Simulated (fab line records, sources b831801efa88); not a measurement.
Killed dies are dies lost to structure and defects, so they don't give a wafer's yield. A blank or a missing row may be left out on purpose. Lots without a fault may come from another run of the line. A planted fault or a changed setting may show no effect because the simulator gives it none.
Which tool did it? | flow sky130 | 15 lots, 42 wafers sampled, at 3 steps of a route of 708

WHAT THE GAUGES READ, wafer by wafer
SKY_SD_N_RS_MEAS_18: measures by four-point-probe. Usual: RES_XHIGH_RS 333.4 ohm/sq, standard deviation 1.2.
lot  | measured     | on            | RES_XHIGH_RS (ohm/sq) | flag
L721 | day 27 17:54 | film_metro-04 | 335.2 334.5 335.8     |
L723 | day 28 15:49 | film_metro-03 | 335.6 334.0 334.1     |
L724 | day 28 22:16 | film_metro-04 | 334.0 332.4 333.9     |
L725 | day 29 13:24 | film_metro-02 | 332.3 332.5 332.2     |
L726 | day 29 18:40 | film_metro-02 | 333.8 333.4           |
L727 | day 29 20:17 | film_metro-03 | 331.6 333.0 332.7     |
L729 | day 30 14:09 | film_metro-02 | 334.4 334.5           |
L731 | day 31 06:59 | film_metro-04 | 331.9 331.2           |
L734 | day 32 14:43 | film_metro-04 | 332.5 333.6 333.6     |
L735 | day 32 19:06 | film_metro-02 | 333.5 333.5 333.5     |
L739 | day 33 22:48 | film_metro-04 | 332.3 332.1 332.7     |
L740 | day 34 01:22 | film_metro-02 | 333.3 334.6 332.9     |
L742 | day 34 15:34 | film_metro-03 | 336.1 334.2 333.7     |
L743 | day 35 01:30 | film_metro-03 | 332.3 331.7 332.0     |
L744 | day 35 09:59 | film_metro-04 | 335.6 335.0 335.5     |

SKY_LI_CONTACT_CD_MEAS_12: target cd 170 nm. Usual: cd_nm 170.4 nm, standard deviation 1.7.
lot  | measured     | on        | cd_nm (nm)        | flag
L721 | day 28 22:35 | cd_sem-02 | 171.7 170.4 172.0 |
L723 | day 29 20:34 | cd_sem-02 | 171.4 169.5 170.8 |
L724 | day 30 03:16 | cd_sem-01 | 172.0 174.9 171.6 |
L725 | day 30 17:40 | cd_sem-01 | 172.1 173.1 172.3 |
L726 | day 30 22:43 | cd_sem-01 | 148.7 148.9       | OFF
L727 | day 31 00:49 | cd_sem-01 | 170.3 174.1 170.5 |
L729 | day 31 18:04 | cd_sem-02 | 151.6 169.8       | OFF
L731 | day 32 10:32 | cd_sem-01 | 168.1 148.7       | OFF
L734 | day 33 17:28 | cd_sem-02 | 171.3 169.9 171.3 |
L735 | day 33 22:37 | cd_sem-01 | 169.3 171.0 170.2 |
L739 | day 35 01:07 | cd_sem-01 | 170.6 171.3 171.1 |
L740 | day 35 03:52 | cd_sem-02 | 168.4 169.7 169.2 |
L742 | day 35 18:26 | cd_sem-02 | 172.4 172.8 172.5 |
L743 | day 36 04:27 | cd_sem-02 | 172.9 171.9 171.6 |
L744 | day 36 13:29 | cd_sem-01 | 172.6 171.7 171.9 |

WHICH TOOL RAN EACH LOT (tool, then ch and the chambers of the sampled wafers, then the start)
lot  | SKY_LI_CONTACT_EXPOSE_09
L721 | krf_scanner-01 ch 0, day 28 08:47
L723 | krf_scanner-01 ch 0, day 29 07:16
L724 | krf_scanner-02 ch 0, day 29 13:20
L725 | krf_scanner-02 ch 0, day 30 04:04
L726 | krf_scanner-02 ch 0, day 30 09:19
L727 | krf_scanner-01 ch 0, day 30 11:29
L729 | krf_scanner-02 ch 0, day 31 04:24
L731 | krf_scanner-02 ch 0, day 31 21:28
L734 | krf_scanner-01 ch 0, day 33 04:47
L735 | krf_scanner-01 ch 0, day 33 09:25
L739 | krf_scanner-02 ch 0, day 34 11:52
L740 | krf_scanner-02 ch 0, day 34 14:10
L742 | krf_scanner-02 ch 0, day 35 06:01
L743 | krf_scanner-01 ch 0, day 35 15:26
L744 | krf_scanner-01 ch 0, day 35 23:26
- SKY_LI_CONTACT_EXPOSE_09: exposes mask LICM1, target cd 170 nm.

WHAT THE TOOLS THEMSELVES READ (means of the sampled wafers that have a number; where no wafer has one, the mark that the record gives instead)
The record holds no such reading with a usual standard deviation.

THE ANSWER, worked out from the rows above alone
Rule: a lot is off if the mean of its wafers that have a number lies more than 3 standard deviations from the usual mean. A lot without any number at a reading at which 4 lots or more have one is off too. The other lots that the step has rows for count as sound. The gauges are gone through in route order, then the tools' own readings, and for those a lot's mean is taken as printed above. The first step at which some lot is off is used, and at that step the reading that is off furthest; a lot without a number counts as furthest.
Off: L726, L729, L731, at SKY_LI_CONTACT_CD_MEAS_12 (cd_nm).
A tool fits if, at a process step before that reading, it ran every lot that is off, and no sound lot after the first of them. The gauges at SKY_LI_CONTACT_CD_MEAS_12 are tried like those tools. None of those tried fits.

WHAT THE SIMULATOR HAD PUT IN
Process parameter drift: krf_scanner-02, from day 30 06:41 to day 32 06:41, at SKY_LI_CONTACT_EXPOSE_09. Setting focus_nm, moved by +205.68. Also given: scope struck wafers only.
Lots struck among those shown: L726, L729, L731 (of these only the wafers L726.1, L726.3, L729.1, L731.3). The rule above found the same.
